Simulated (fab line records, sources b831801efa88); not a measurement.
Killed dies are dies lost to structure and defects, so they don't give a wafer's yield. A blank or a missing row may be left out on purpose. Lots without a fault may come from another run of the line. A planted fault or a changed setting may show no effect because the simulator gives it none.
Which tool did it? | flow sky130 | 12 lots, 36 wafers sampled, at 5 steps of a route of 708

WHAT THE GAUGES READ, wafer by wafer
SKY_POLY_GATE_CD_MEAS_13: target cd 150 nm.
lot  | measured     | on        | cd_nm (nm)
L928 | day 16 03:11 | cd_sem-02 | 148.7 149.7 148.3
L930 | day 16 18:39 | cd_sem-02 | 151.3 149.6 150.0
L931 | day 17 02:01 | cd_sem-02 | 150.8 151.9 151.2
L932 | day 17 09:13 | cd_sem-01 | 152.2 150.6 152.1
L933 | day 17 19:40 | cd_sem-02 | 148.0 147.8 147.0
L934 | day 18 05:43 | cd_sem-02 | 152.1 152.0 151.3
L935 | day 18 20:37 | cd_sem-01 | 150.4 150.3 151.3
L944 | day 22 05:43 | cd_sem-01 | 150.9 149.6 150.3
L945 | day 22 10:19 | cd_sem-01 | 152.2 151.1 151.3
L946 | day 23 06:14 | cd_sem-01 | 152.9 152.5 151.1
L949 | day 23 19:08 | cd_sem-01 | 151.8 149.8 152.0
L950 | day 24 04:16 | cd_sem-01 | 150.2 150.0 150.4

SKY_LDD_HVN_OVL_MEAS_07.
lot  | measured     | on         | LDD_HVN_OVL (nm)
L928 | day 19 23:10 | overlay-02 | -1.3 -0.1 0.9
L930 | day 20 15:34 | overlay-01 | 0.4 0.0 0.0
L931 | day 21 02:49 | overlay-01 | -2.7 -1.0 -2.4
L932 | day 21 11:31 | overlay-02 | -0.8 -0.5 -1.9
L933 | day 21 20:52 | overlay-02 | 0.7 0.9 1.9
L934 | day 22 07:12 | overlay-02 | -1.5 -0.9 -1.0
L935 | day 22 20:52 | overlay-01 | 1.5 1.8 0.2
L944 | day 26 01:07 | overlay-01 | -0.2 -0.5 -0.2
L945 | day 26 06:19 | overlay-01 | -0.6 -0.7 -1.6
L946 | day 27 01:46 | overlay-01 | -2.9 -1.8 -1.7
L949 | day 27 12:58 | overlay-02 | 1.2 0.7 0.5
L950 | day 27 22:58 | overlay-01 | -0.2 0.7 -0.7

SKY_LDD_HVN_TW_MEAS_10.
lot  | measured     | on            | LDD_HVN_TW
L928 | day 19 23:28 | film_metro-02 | 1440 1441 1438
L930 | day 20 15:52 | film_metro-01 | 1411 1424 1417
L931 | day 21 03:06 | film_metro-02 | 1449 1449 1446
L932 | day 21 11:48 | film_metro-02 | 1450 1447 1444
L933 | day 21 21:09 | film_metro-02 | 1450 1452 1453
L934 | day 22 07:29 | film_metro-03 | 1465 1460 1463
L935 | day 22 21:09 | film_metro-01 | 1419 1422 1420
L944 | day 26 01:24 | film_metro-03 | 1461 1452 1454
L945 | day 26 06:36 | film_metro-02 | 1447 1454 1448
L946 | day 27 02:04 | film_metro-02 | 1440 1439 1442
L949 | day 27 13:16 | film_metro-03 | 1470 1463 1459
L950 | day 27 23:15 | film_metro-01 | 1436 1439 1428

SKY_SPACER_THK_MEAS_01.
lot  | measured     | on            | SPACER_CVD_00_THK (nm)
L928 | day 22 15:25 | film_metro-02 | 43.5 43.4 43.3
L930 | day 23 08:03 | film_metro-02 | 42.6 42.9 43.1
L931 | day 23 18:16 | film_metro-04 | 43.6 43.7 43.6
L932 | day 24 03:32 | film_metro-04 | 43.3 43.2 43.1
L933 | day 24 11:59 | film_metro-02 | 43.0 43.1 43.2
L934 | day 24 21:02 | film_metro-02 | 40.1 39.6 39.5
L935 | day 25 11:41 | film_metro-02 | 39.2 40.1 40.0
L944 | day 28 14:32 | film_metro-01 | 43.4 43.2 43.5
L945 | day 28 18:23 | film_metro-01 | 42.4 42.1 42.5
L946 | day 29 14:53 | film_metro-02 | 42.9 42.7 42.7
L949 | day 30 00:38 | film_metro-02 | 42.9 42.7 42.5
L950 | day 30 09:43 | film_metro-01 | 43.3 43.4 43.1

WHICH TOOL RAN EACH LOT (tool, then ch and the chambers of the sampled wafers, then the start)
lot  | SKY_SPACER_CVD_00
L928 | lpcvd-02 ch 0, day 22 14:12
L930 | lpcvd-02 ch 1, day 23 06:49
L931 | lpcvd-02 ch 1, day 23 17:03
L932 | lpcvd-02 ch 1, day 24 02:20
L933 | lpcvd-02 ch 0, day 24 10:47
L934 | lpcvd-02 ch 1, day 24 19:50
L935 | lpcvd-02 ch 0, day 25 10:29
L944 | lpcvd-02 ch 0, day 28 12:44
L945 | lpcvd-02 ch 0, day 28 16:34
L946 | lpcvd-02 ch 1, day 29 13:40
L949 | lpcvd-02 ch 1, day 29 23:26
L950 | lpcvd-02 ch 0, day 30 08:30
- SKY_SPACER_CVD_00: deposits Si3N4 from DCS/NH3, target thk 43.1 nm, time 740 s.

WHAT THE TOOLS THEMSELVES READ (means of the sampled wafers that have a number; where no wafer has one, the mark that the record gives instead)
SKY_SPACER_CVD_00.
lot  | tool     | spike_tc_centre_C (C)
L928 | lpcvd-02 | 770.3
L930 | lpcvd-02 | 770.0
L931 | lpcvd-02 | 771.3
L932 | lpcvd-02 | 769.4
L933 | lpcvd-02 | 769.7
L934 | lpcvd-02 | 768.9
L935 | lpcvd-02 | 769.7
L944 | lpcvd-02 | 770.8
L945 | lpcvd-02 | 769.7
L946 | lpcvd-02 | 770.4
L949 | lpcvd-02 | 769.9
L950 | lpcvd-02 | 769.7

THE ANSWER, worked out from the rows above alone
Rule: what is usual is taken from the lots themselves. Put in order of their means at a reading, lots are off if they are a third of the lots or fewer, leave a main group of 4 or more, and stand apart from it by a gap of 3 or more times the standard deviation of the main group's means; of several such gaps the widest counts. A main group whose means are all the same, to the digits that the tables above print for the reading, isn't used. A lot without any number at a reading at which 4 lots or more have one is off too. The other lots that the step has rows for count as sound. The gauges are gone through in route order, then the tools' own readings, and for those a lot's mean is taken as printed above. The first step at which some lot is off is used, and at that step the reading that is off furthest; a lot without a number counts as furthest.
Off: L934, L935, at SKY_SPACER_THK_MEAS_01 (SPACER_CVD_00_THK). The main group: mean 43.1 nm, standard deviation 0.37.
A tool fits if, at a process step before that reading, it ran every lot that is off, and no sound lot after the first of them. The gauges at SKY_SPACER_THK_MEAS_01 are tried like those tools. None of those tried fits.

WHAT THE SIMULATOR HAD PUT IN
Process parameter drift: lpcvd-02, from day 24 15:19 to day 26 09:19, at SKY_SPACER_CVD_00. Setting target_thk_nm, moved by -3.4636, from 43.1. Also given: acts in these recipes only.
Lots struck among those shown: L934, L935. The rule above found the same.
